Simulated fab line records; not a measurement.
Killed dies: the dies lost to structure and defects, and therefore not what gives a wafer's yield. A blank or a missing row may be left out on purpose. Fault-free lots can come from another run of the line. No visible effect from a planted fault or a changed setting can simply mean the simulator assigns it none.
A lot that was struck, set against a sound lot || flow gf180mcu || 17 steps out of a route of 602
Sound: these wafers, L987.1, L987.2, L987.5. Wafers struck: L995.1, L995.3, L995.6. The cause comes at the end.
Each step with rows lists, per side, the tool, then ch with its chambers, then its first start. Under that, the readings that differ: sound wafers || struck wafers || difference of the means || sigmas: that difference in standard deviations of wafers without a fault.
alike: words and numbers the same on both sides, and readings whose means are apart by under 2 such deviations; not compared: readings that were withheld, readings missing a value for some wafer, numbers with overlapping values and no deviation given by the record, and bounds like >300 which may hide the same value.
The two part at a step that has a row with sigmas, a row that says differs or no value, or rows on one side only. Numbers that don't overlap but have no deviation are shown without sigmas and don't part them. A reading missing from all wafers of one side parts the sides only when that side holds two or more wafers.

first, 1 step without rows for these wafers: GF_STI_OXIDATION_01 (stabilise 600 s, purge 300 s, target thk 10 nm).
GF_STI_THK_MEAS_02:
  struck on filmMetro-01, day 4 14:52; sound on filmMetro-01, day 2 22:32
  alike: STI_OXIDATION_THK
then, 1 step without rows for these wafers: GF_STI_CVD_03 (deposits Si3N4 from DCS/NH3, target thk 207.16 nm, time 3551 s).
GF_STI_THK_MEAS_04:
  struck on filmMetro-01, day 4 16:55; sound on filmMetro-01, day 3 00:35
  alike: STI_CVD_03_THK
then, 7 steps without rows for these wafers: GF_STI_DEHYDRATE_05 (time 60 s); GF_STI_HMDS_06 (prime time 60 s); GF_STI_COAT_07 (resist thk 700 nm); GF_STI_SOFTBAKE_08 (time 60 s); GF_STI_EXPOSE_09 (exposes mask COMP, target cd 220 nm); GF_STI_PEB_10 (peb time 90 s); GF_STI_DEVELOP_11 (develop time 60 s).
GF_STI_CD_MEAS_12: the cd target is 220 nm.
  struck on cdSem-01, day 5 06:49; sound on cdSem-02, day 3 13:03
{"reading": "cdNm (nm)", "sound": "219.4 219.8 218.3", "struck": "223.2 221.1 223.3", "difference": "+3.4", "sigmas": "+3"}
GF_STI_ETCH_13: etches the open film in CHF3/O2, stops on Si, target depth 282.31 nm, time 112.9 s.
  sound on rieDiel-03 ch 0,3, day 3 13:10; struck on rieDiel-03 ch 0,2,3, day 5 06:56
{"reading": "oesProductAu (a.u.)", "sound": "0.831 0.835 0.831", "struck": "0.918 0.911 0.914", "difference": "+0.082", "sigmas": "+13"}
{"reading": "runLengthS (s)", "sound": "141.8 141.0 141.0", "struck": "130.9 131.8 133.0", "difference": -9.4, "sigmas": -19}
{"reading": "throttleValvePct (%)", "sound": "8.812 8.808 8.799", "struck": "8.837 8.834 8.827", "difference": "+0.026", "sigmas": "+3"}
{"reading": "model.KrF_of_STI_COAT_07.thkNm (nm)", "sound": "439.1 440.9 439.2", "struck": "464.6 463.6 464.5", "difference": "+24.5", "sigmas": ""}
  alike: drypumpMotorCurrentA
  not compared: rfHoursCounterH
GF_STI_ETCH_14: etches Si in HBr/Cl2/O2, target depth 360 nm, time 102.9 s.
  sound on rieSi-02 ch 1,2,3, day 3 13:15; struck on rieSi-01 ch 2,3, day 5 07:01
{"reading": "model.KrF_of_STI_COAT_07.thkNm (nm)", "sound": "318.1 318.9 316.5", "struck": "343.7 343 345.2", "difference": "+26.1", "sigmas": ""}
  alike: drypumpMotorCurrentA, oesProductAu, runLengthS, throttleValvePct
  not compared: rfHoursCounterH
GF_STI_STRIP_15: strips in O2/N2.
  sound on plasmaAsher-03 ch 0,1, day 3 13:19; struck on plasmaAsher-03 ch 0,1, day 5 07:05
{"reading": "stripTimeToEndpointS (s)", "sound": "3.71 3.71 3.70", "struck": "3.97 3.98 3.99", "difference": "+0.27", "sigmas": "+7"}
  alike: drypumpMotorCurrentA, heaterPowerW, oesProductAu
  not compared: rfHoursCounterH
then, 1 step without rows for these wafers: GF_STI_CLEAN_16 (cleans in dHF, time 25 s).
GF_PASSIVATION_PROBE_99:
  sound wafers here have rows in the record (prober-01, day 31 10:39); struck ones have none

WHERE THEY PART
Last at GF_PASSIVATION_PROBE_99 as far as this record goes, first at GF_STI_CD_MEAS_12.

WHY: what had been put in by the simulator
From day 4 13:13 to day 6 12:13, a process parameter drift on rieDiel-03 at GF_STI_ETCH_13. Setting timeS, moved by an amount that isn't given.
